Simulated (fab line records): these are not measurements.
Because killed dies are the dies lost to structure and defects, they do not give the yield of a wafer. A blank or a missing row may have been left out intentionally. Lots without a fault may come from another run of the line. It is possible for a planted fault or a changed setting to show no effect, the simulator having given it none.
fab line records -- flow sky130
[record] lots = 12, wafers = 36, last_day = 50
route steps=708 shown PWDE@52 VT_ADJUST_NCORE@126 GATE_OXIDE@188
lots untouched by any fault: they come from a run of this same line in which no faults occurred
start_h: hours from the record's first day to the start of the lot's first wafer shown -- wait_h: hours since the lot's step before -- " identical to the entry in the row above -- L1.1+2: several wafers, shown together as one row -- - value missing, or start not given -- * or withheld: withheld -- < > ~ a bound
route shown NAME@n: a module of which the file shows steps, and the number in the route of the first -- usual: mean/standard deviation of fault-free wafers -- same: alike in all rows -- chamber/n: place in a boat -- sites: readings site by site -- _std_site: how widely they spread, as a standard deviation -- _edge_site: the outer-site mean with the inner-site mean subtracted -- radius_mm: for every site, how far away it sits from the centre of the wafer -- mask NAME#n: copy n -- behind: the last tool/chamber to shape the wafer -- hold: what put the lot on hold/how long, in hours/how the hold closed -- device: the n, p or np transistor that did not switch -- end of line: the same wafers' tests at the end of the route -- a step given without rows: its recipe and nothing more -- killed: dies lost to structure and defects at the first sort, not the wafer's yield -- map: a wafer's dies, marking killed ones x, the rest . and places with no die _
set.NAME: the setting that was run; set.NAME@STEP: the one run at that earlier step -- model.NAME: the simulator's own value behind a step, which no gauge read
a sample of lots followed through the steps of the route, with each step as a table and each wafer as a row
services: from which hour (start_h, from the record's first day; less than 0 if before it) a tool's chamber was out of use, for how many hours, and why
[[steps]]
[step SKY_PWDE_OVL_MEAS_07]
[usual] PWDE_OVL = -0.4/1.2
lot.wafer,tool,chamber,start_h,wait_h,PWDE_OVL[nm]
L564.1,overlay-01,-,74.91,-,-0.8
L564.3,overlay-01,-,74.91,-,-0.3
L564.4,overlay-01,-,74.91,-,-1.2
L565.1,overlay-01,-,80.87,-,-0.8
L565.2,overlay-01,-,80.87,-,0.3
L565.5,overlay-01,-,80.87,-,-0.9
L566.3,overlay-01,-,91.78,-,-0.9
L566.4,overlay-01,-,91.78,-,-1.3
L566.5,overlay-01,-,91.78,-,-0.4
L569.1,overlay-01,-,105.96,-,-1.0
L569.4,overlay-01,-,105.96,-,-0.6
L569.6,overlay-01,-,105.96,-,-1.4
L570.1,overlay-02,-,108.19,-,0.9
L570.2,overlay-02,-,108.19,-,0.0
L570.4,overlay-02,-,108.19,-,1.1
L573.3,overlay-02,-,125.55,-,1.6
L573.4,overlay-02,-,125.55,-,0.3
L573.6,overlay-02,-,125.55,-,0.6
L574.3,overlay-02,-,130.30,-,1.5
L574.5,overlay-02,-,130.30,-,-0.1
L574.6,overlay-02,-,130.30,-,-0.9
L575.1,overlay-02,-,135.42,-,-0.9
L575.2,overlay-02,-,135.42,-,-0.4
L575.3,overlay-02,-,135.42,-,-1.0
L581.2,overlay-01,-,169.14,-,-3.2
L581.4,overlay-01,-,169.14,-,0.9
L581.5,overlay-01,-,169.14,-,-0.2
L583.2,overlay-02,-,179.82,-,0.9
L583.4,overlay-02,-,179.82,-,-0.2
L583.5,overlay-02,-,179.82,-,1.2
L585.1,overlay-01,-,190.51,-,1.0
L585.3,overlay-01,-,190.51,-,0.9
L585.5,overlay-01,-,190.51,-,2.3
L586.1,overlay-02,-,201.39,-,0.6
L586.3,overlay-02,-,201.39,-,1.1
L586.4,overlay-02,-,201.39,-,-0.2
[step SKY_VT_ADJUST_NCORE_CD_MEAS_07]
[recipe] target_cd_nm = 380
[usual] cd_nm = 379.4/2.6
lot.wafer,tool,chamber,start_h,wait_h,cd_nm
L564.1,cd_sem-02,-,188.31,0.1,378.7
L564.3,cd_sem-02,-,188.31,0.1,379.6
L564.4,cd_sem-02,-,188.31,0.1,375.9
L565.1,cd_sem-01,-,197.14,0.1,383.4
L565.2,cd_sem-01,-,197.14,0.1,381.4
L565.5,cd_sem-01,-,197.14,0.1,384.8
L566.3,cd_sem-02,-,209.05,0.1,376.8
L566.4,cd_sem-02,-,209.05,0.1,379.0
L566.5,cd_sem-02,-,209.05,0.1,380.2
L569.1,cd_sem-01,-,226.46,0.1,381.4
L569.4,cd_sem-01,-,226.46,0.1,378.9
L569.6,cd_sem-01,-,226.46,0.1,381.3
L570.1,cd_sem-01,-,230.71,0.1,375.9
L570.2,cd_sem-01,-,230.71,0.1,373.9
L570.4,cd_sem-01,-,230.71,0.1,374.9
L573.3,cd_sem-01,-,252.15,0.2,376.3
L573.4,cd_sem-01,-,252.15,0.2,378.7
L573.6,cd_sem-01,-,252.15,0.2,375.9
L574.3,cd_sem-01,-,258.86,0.1,387.0
L574.5,cd_sem-01,-,258.86,0.1,383.5
L574.6,cd_sem-01,-,258.86,0.1,383.1
L575.1,cd_sem-02,-,263.21,0.1,381.8
L575.2,cd_sem-02,-,263.21,0.1,380.7
L575.3,cd_sem-02,-,263.21,0.1,380.3
L581.2,cd_sem-01,-,306.30,0.1,380.8
L581.4,cd_sem-01,-,306.30,0.1,383.5
L581.5,cd_sem-01,-,306.30,0.1,381.3
L583.2,cd_sem-02,-,323.16,0.1,380.1
L583.4,cd_sem-02,-,323.16,0.1,380.5
L583.5,cd_sem-02,-,323.16,0.1,381.7
L585.1,cd_sem-01,-,334.89,0.1,379.5
L585.3,cd_sem-01,-,334.89,0.1,375.8
L585.5,cd_sem-01,-,334.89,0.1,379.2
L586.1,cd_sem-01,-,348.02,0.1,376.2
L586.3,cd_sem-01,-,348.02,0.1,377.2
L586.4,cd_sem-01,-,348.02,0.1,378.7
[step SKY_GATE_OXIDE_OXIDATION_01]
[recipe] temp_c = 900, ambient = O2, stabilise_s = 600, purge_s = 300, target_thk_a = 102.68, ox_time_s = 1473
[usual] spike_tc_bottom_C = 918.8/1, spike_tc_centre_C = 900.7/1.2, spike_tc_lower_C = 899.4/1, spike_tc_top_C = 909.1/2.1, spike_tc_upper_C = 899.3/0.99, tube_center_temp_C = 900/0.079, zone_power_top_pct = 34/6.2
lot.wafer,tool,chamber,start_h,wait_h,spike_tc_bottom_C,spike_tc_centre_C,spike_tc_lower_C,spike_tc_top_C,spike_tc_upper_C,tube_center_temp_C,zone_power_top_pct
L564.1,furnace-01,0,287.52,0.4,917.4,897.8,901.0,909.2,898.8,899.89,30
L564.3,furnace-01,0,287.52,0.4,918.8,900.0,900.7,910.2,898.2,899.81,29
L564.4,furnace-01,0,287.52,0.4,918.4,901.9,899.7,907.0,900.8,900.04,29
L565.1,furnace-02,0,293.39,0.0,918.1,901.4,898.3,912.8,900.0,900.05,43
L565.2,furnace-02,0,293.39,0.0,919.3,900.9,900.0,910.6,900.8,900,43
L565.5,furnace-02,0,293.39,0.0,917.2,902.0,899.3,913.6,899.3,900.07,43
L566.3,furnace-02,0,310.11,0.0,918.8,901.3,899.5,911.1,899.6,899.96,42
L566.4,furnace-02,0,310.11,0.0,920.1,902.7,898.6,911.2,899.5,899.99,43
L566.5,furnace-02,0,310.11,0.0,919.2,902.7,897.6,913.1,896.7,899.92,42
L569.1,furnace-01,0,361.00,1.0,920.8,899.8,899.7,908.1,899.7,900.01,29
L569.4,furnace-01,0,361.00,1.0,918.5,900.8,901.0,907.1,898.1,899.99,29
L569.6,furnace-01,0,361.00,1.0,919.1,901.0,898.5,908.0,899.5,900.1,29
L570.1,furnace-01,0,361.00,0.2,920.1,899.8,900.1,907.2,900.5,899.97,29
L570.2,furnace-01,0,361.00,0.2,916.4,900.6,897.8,908.6,900.4,900.09,29
L570.4,furnace-01,0,361.00,0.2,920.0,899.9,898.9,908.6,899.4,899.97,29
L573.3,furnace-01,0,361.00,0.1,919.7,901.6,899.5,908.2,899.2,900.09,29
L573.4,furnace-01,0,361.00,0.1,918.7,900.6,899.3,906.1,901.0,899.92,29
L573.6,furnace-01,0,361.00,0.1,918.4,900.8,900.9,907.6,898.6,899.96,29
L574.3,furnace-01,0,373.42,1.4,910.6,890.9,888.4,899.8,889.2,900.07,28
L574.5,furnace-01,0,373.42,1.4,907.9,892.8,890.5,896.1,890.8,899.99,29
L574.6,furnace-01,0,373.42,1.4,908.2,890.0,888.8,899.9,888.5,900.1,29
L575.1,furnace-01,0,373.42,1.7,907.7,890.7,888.2,897.9,888.6,899.99,29
L575.2,furnace-01,0,373.42,1.7,909.3,889.9,889.6,898.6,887.3,899.98,28
L575.3,furnace-01,0,373.42,1.7,908.2,890.9,890.9,896.2,889.2,900.07,29
L581.2,furnace-02,0,424.36,0.0,918.3,900.7,898.0,911.0,898.8,900.01,43
L581.4,furnace-02,0,424.36,0.0,917.1,900.7,898.7,911.8,902.2,899.79,43
L581.5,furnace-02,0,424.36,0.0,917.2,900.7,897.3,911.5,900.5,899.8,42
L583.2,furnace-02,0,442.02,0.0,919.7,900.3,899.4,911.8,901.0,899.88,42
L583.4,furnace-02,0,442.02,0.0,920.0,900.6,897.8,912.5,897.4,899.99,42
L583.5,furnace-02,0,442.02,0.0,919.4,899.9,898.1,911.5,898.6,899.92,42
L585.1,furnace-01,0,487.22,0.8,918.9,901.7,900.4,906.5,898.8,899.99,29
L585.3,furnace-01,0,487.22,0.8,918.5,900.8,899.8,908.4,899.2,900.03,30
L585.5,furnace-01,0,487.22,0.8,917.4,900.3,900.1,907.1,898.0,899.95,30
L586.1,furnace-01,0,487.22,0.5,917.2,897.1,899.4,907.8,898.8,900.11,29
L586.3,furnace-01,0,487.22,0.5,919.3,900.7,900.1,907.7,899.3,899.91,29
L586.4,furnace-01,0,487.22,0.5,918.1,899.8,900.5,909.0,898.8,900.09,30
[step SKY_GATE_OXIDE_THK_MEAS_02]
[recipe] reads = SiO2_of_GATE_OXIDE_OXIDATION_01
[usual] GATE_OXIDE_OXIDATION_00_THK = 10.23/0.22
lot.wafer,tool,chamber,start_h,wait_h,GATE_OXIDE_OXIDATION_00_THK[nm]
L564.1,film_metro-04,-,288.93,0.0,10.51
L564.3,film_metro-04,-,288.93,0.0,10.51
L564.4,film_metro-04,-,288.93,0.0,10.55
L565.1,film_metro-04,-,294.80,0.0,10.20
L565.2,film_metro-04,-,294.80,0.0,10.32
L565.5,film_metro-04,-,294.80,0.0,10.33
L566.3,film_metro-04,-,311.54,0.0,10.13
L566.4,film_metro-04,-,311.54,0.0,10.07
L566.5,film_metro-04,-,311.54,0.0,10.23
L569.1,film_metro-04,-,362.41,0.0,9.98
L569.4,film_metro-04,-,362.41,0.0,10.15
L569.6,film_metro-04,-,362.41,0.0,9.96
L570.1,film_metro-04,-,362.47,0.1,10.30
L570.2,film_metro-04,-,362.47,0.1,10.24
L570.4,film_metro-04,-,362.47,0.1,10.20
L573.3,film_metro-01,-,362.49,0.1,10.12
L573.4,film_metro-01,-,362.49,0.1,10.32
L573.6,film_metro-01,-,362.49,0.1,10.20
L575.1,film_metro-01,-,374.83,0.0,9.18
L575.2,film_metro-01,-,374.83,0.0,9.22
L575.3,film_metro-01,-,374.83,0.0,9.05
L574.3,film_metro-04,-,374.85,0.0,9.09
L574.5,film_metro-04,-,374.85,0.0,9.38
L574.6,film_metro-04,-,374.85,0.0,9.16
L581.2,film_metro-02,-,425.77,0.0,10.59
L581.4,film_metro-02,-,425.77,0.0,10.68
L581.5,film_metro-02,-,425.77,0.0,10.77
L583.2,film_metro-01,-,443.44,0.0,10.51
L583.4,film_metro-01,-,443.44,0.0,10.33
L583.5,film_metro-01,-,443.44,0.0,10.51
L585.1,film_metro-01,-,488.63,0.0,9.62
L585.3,film_metro-01,-,488.63,0.0,10.03
L585.5,film_metro-01,-,488.63,0.0,9.92
L586.1,film_metro-02,-,488.63,0.0,10.16
L586.3,film_metro-02,-,488.63,0.0,9.97
L586.4,film_metro-02,-,488.63,0.0,10.21
[step SKY_GATE_OXIDE_STRIP_13]
[recipe] chemistry = O2/N2, power_w = 1400, pressure_mtorr = 1500, platen_temp_c = withheld, o2_flow_sccm = 3000, n2_flow_sccm = 300, overash_fraction = 0.5
[usual] drypump_motor_current_A = 5.6/0.46, oes_product_au = 0.716/0.0045, strip_time_to_endpoint_s = 14.21/0.039
lot.wafer,tool,chamber,start_h,wait_h,drypump_motor_current_A,oes_product_au,rf_hours_counter_h,strip_time_to_endpoint_s
L564.1,plasma_asher-01,1,314.39,0.0,5.0,0.713,19,14.25
L564.3,plasma_asher-01,1,314.39,0.0,5.0,0.715,-,14.26
L564.4,plasma_asher-01,0,314.39,0.0,5.5,0.720,-,14.26
L565.1,plasma_asher-04,0,320.13,0.0,5.9,0.715,50,14.23
L565.2,plasma_asher-04,1,320.13,0.0,6.2,0.718,50,14.25
L565.5,plasma_asher-04,0,320.13,0.0,5.9,0.713,-,14.23
L566.3,plasma_asher-04,1,337.83,0.0,6.2,0.712,-,14.22
L566.4,plasma_asher-04,0,337.83,0.0,5.8,0.721,-,14.21
L566.5,plasma_asher-04,1,337.83,0.0,6.2,0.711,-,14.21
L569.1,plasma_asher-01,1,391.49,0.0,5.0,0.721,28,14.18
L569.4,plasma_asher-01,1,391.49,0.0,5.0,0.717,-,14.16
L569.6,plasma_asher-01,0,391.49,0.0,5.5,0.719,-,14.18
L570.1,plasma_asher-02,0,391.65,0.0,5.5,0.718,71,14.21
L570.2,plasma_asher-02,1,391.65,0.0,4.9,0.716,71,14.22
L570.4,plasma_asher-02,1,391.65,0.0,4.9,0.713,-,14.23
L573.3,plasma_asher-04,0,391.72,0.0,5.8,0.716,-,14.14
L573.4,plasma_asher-04,1,391.72,0.0,6.2,0.720,-,14.16
L573.6,plasma_asher-04,0,391.72,0.0,5.8,0.712,-,14.15
L575.1,plasma_asher-02,0,402.99,0.0,5.5,0.716,72,14.24
L575.2,plasma_asher-02,1,402.99,0.0,4.9,0.709,72,14.19
L575.3,plasma_asher-02,0,402.99,0.0,5.5,0.719,-,14.23
L574.3,plasma_asher-02,0,403.59,0.0,5.5,0.717,-,14.23
L574.5,plasma_asher-02,1,403.59,0.0,4.9,0.706,-,14.23
L574.6,plasma_asher-02,0,403.59,0.0,5.5,0.716,-,14.23
L581.2,plasma_asher-04,1,453.81,0.0,6.2,0.711,67,14.22
L581.4,plasma_asher-04,0,453.81,0.0,5.9,0.712,-,14.16
L581.5,plasma_asher-04,0,453.81,0.0,5.9,0.710,-,14.21
L583.2,plasma_asher-01,1,472.33,0.0,5.0,0.719,38,14.24
L583.4,plasma_asher-01,1,472.33,0.0,5.0,0.712,-,14.19
L583.5,plasma_asher-01,1,472.33,0.0,4.9,0.719,-,14.20
L586.1,plasma_asher-02,1,519.05,0.0,4.9,0.709,10,14.20
L586.3,plasma_asher-02,1,519.05,0.0,4.9,0.718,-,14.21
L586.4,plasma_asher-02,0,519.05,0.0,5.5,0.723,-,14.23
L585.1,plasma_asher-04,0,519.35,0.0,5.9,0.719,73,14.24
L585.3,plasma_asher-04,0,519.35,0.0,5.9,0.723,-,14.23
L585.5,plasma_asher-04,0,519.35,0.0,5.9,0.712,-,14.25
[[services]]
tool,chamber,start_h,hours,kind
plasma_asher-02,-,305.27,8.1,repair
furnace-02,-,362.90,3.1,pm
plasma_asher-02,-,372.68,1.0,repair
furnace-01,-,395.08,3.4,pm
plasma_asher-02,-,421.25,9.0,pm
plasma_asher-02,0,421.25,9.0,vent_cycle
plasma_asher-02,1,421.25,9.0,vent_cycle
plasma_asher-02,0,430.25,-,clean
plasma_asher-02,1,430.25,-,clean
plasma_asher-04,-,430.45,1.8,repair
plasma_asher-02,-,481.33,0.7,repair
furnace-02,-,484.23,3.7,pm
[[key]]
[first_sign] step = SKY_GATE_OXIDE_OXIDATION_01, reading = spike_tc_upper_C, direction = down, sigmas = 10, usual = 899.3, struck = 888.9
[effect] step = SKY_GATE_OXIDE_OXIDATION_01, reading = spike_tc_bottom_C, direction = down, sigmas = 10, usual = 918.8, struck = 908.7
[effect] step = SKY_GATE_OXIDE_THK_MEAS_02, reading = GATE_OXIDE_OXIDATION_00_THK, direction = down, sigmas = 4.8, usual = 10.23, struck = 9.18
met_at SKY_GATE_OXIDE_OXIDATION_01
struck_lots L574,L575
tester_left_out L574,L575
not_acting_at SKY_PWDE_OVL_MEAS_07,SKY_VT_ADJUST_NCORE_CD_MEAS_07,SKY_GATE_OXIDE_STRIP_13
onset_between 361.00 373.42
[fault] kind = process_parameter_drift, tool = furnace-01, chamber = -, onset_h = 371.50, steps = SKY_GATE_OXIDE_OXIDATION_01, channel = temp_c, offset = *, shape = step, end_h = 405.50, acts_in = *, stated = *
// tester_left_out: of these lots the tester's yield and bins aren't shown, on N5 and GAA mostly nor the transistor test; their killed dies are dies lost to structure and defects alone, not to doping, threshold or leakage, so they don't give the yield
